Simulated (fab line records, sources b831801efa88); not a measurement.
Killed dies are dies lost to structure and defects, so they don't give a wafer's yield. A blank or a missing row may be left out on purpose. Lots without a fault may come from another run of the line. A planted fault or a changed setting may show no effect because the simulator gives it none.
Problem report in the 8D (eight disciplines) form, filled by code | flow sky130 | the parts of the form that need people (team, actions taken, sign-off) are left out

1. THE PROBLEM
SONOS_ONO_OXIDATION_THK at SKY_SONOS_ONO_THK_MEAS_01 reads a mean of 3.75 nm on 9 wafers of 3 lots; wafers without a fault read 2.60 nm with a standard deviation of 0.052. That is +22 standard deviations from the usual mean.
First seen on wafer L809.1, day 15 01:18, on film_metro-01. The record holds 33 wafers of 11 lots with a number at this step. Rule for "out", or "out of limits": more than 4 standard deviations from the usual mean. The other wafers with a number count as sound.

2. WHAT IT IS AND WHAT IT IS NOT
question                    | is                           | is not
which readings at this step | SONOS_ONO_OXIDATION_THK      | -
which lots                  | L809, L810, L812             | L800, L801, L802, L803, L805, L817, L821, L822
which wafers of those lots  | all that have a number       | -
read on which gauges        | film_metro-01, film_metro-03 | film_metro-04
when                        | from day 15 01:18            | up to then (15 sound wafers); but 9 sound wafers of L817, L821, L822 came after

3. SUSPECTS, AND WHAT RULES EACH OUT
Counting: a tool at a process step up to the reading stays a suspect if it ran every lot that is out and no sound lot after the first of them.
- the gauge at SKY_SONOS_ONO_THK_MEAS_01: ruled out. The wafers that are out were read on 2 gauges (film_metro-01, film_metro-03).
- furnace-02 at SKY_SONOS_ONO_OXIDATION_00 (stabilise 600 s, purge 300 s, target thk 2.6 nm): ruled out as a lasting fault. Sound lots L821 ran on it after its first lot that is out, L809 (day 14 23:57).
Left after counting: nothing in the record.

4. THE CAUSE (what the simulator had put in)
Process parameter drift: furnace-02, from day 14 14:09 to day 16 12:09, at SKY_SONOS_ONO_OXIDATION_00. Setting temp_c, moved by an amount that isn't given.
Counting ruled it out, wrongly: the rule takes a fault to strike every lot that its tool runs from its start on, and this one did not.

5. THE CHAIN OF EFFECTS, in route order
Each row: a reading whose mean over the struck wafers that have a number lies more than 3 standard deviations from the usual. Only readings for which the record gives a usual standard deviation are gone through. hours: the time from each lot's start at the first step in this table that gives one to its start at this step, as a median over the lots. sigmas: the change in usual standard deviations.
hours | step                       | reading                 | usual   | on struck wafers | change | sigmas
0     | SKY_SONOS_ONO_OXIDATION_00 | spike_tc_bottom_C       | 821.9 C | 846.5            | +24.6  | +11
0     | SKY_SONOS_ONO_OXIDATION_00 | spike_tc_centre_C       | 799.2 C | 824.3            | +25.1  | +15
0     | SKY_SONOS_ONO_OXIDATION_00 | spike_tc_lower_C        | 800.8 C | 826.8            | +26.0  | +24
0     | SKY_SONOS_ONO_OXIDATION_00 | spike_tc_top_C          | 808.8 C | 832.1            | +23.3  | +7.8
0     | SKY_SONOS_ONO_OXIDATION_00 | spike_tc_upper_C        | 801.8 C | 826.8            | +25.0  | +15
0     | SKY_SONOS_ONO_OXIDATION_00 | tube_center_temp_C      | 800 C   | 827              | +27    | +99 or more
0     | SKY_SONOS_ONO_OXIDATION_00 | tube_center_temp_C_max  | 802.1   | 828.7            | +26.6  | +74
0     | SKY_SONOS_ONO_OXIDATION_00 | zone_power_centre_pct   | 15.30 % | 16.69            | +1.39  | +4.8
1     | SKY_SONOS_ONO_THK_MEAS_01  | SONOS_ONO_OXIDATION_THK | 2.60 nm | 3.75             | +1.15  | +22
The process steps in it:
- SKY_SONOS_ONO_OXIDATION_00: stabilise 600 s, purge 300 s, target thk 2.6 nm.

6. WHAT WOULD HAVE CAUGHT IT SOONER
In this record the first reading out of limits at a measuring or inspecting step was taken at day 15 01:18, 11 hours after the fault began at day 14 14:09.
The tool's own readings at SKY_SONOS_ONO_OXIDATION_00 were out on every struck wafer that the step has a row for (spike_tc_bottom_C, spike_tc_centre_C, spike_tc_lower_C, spike_tc_top_C, spike_tc_upper_C, tube_center_temp_C, tube_center_temp_C_max): an alarm limit on them would have fired on the first of those.
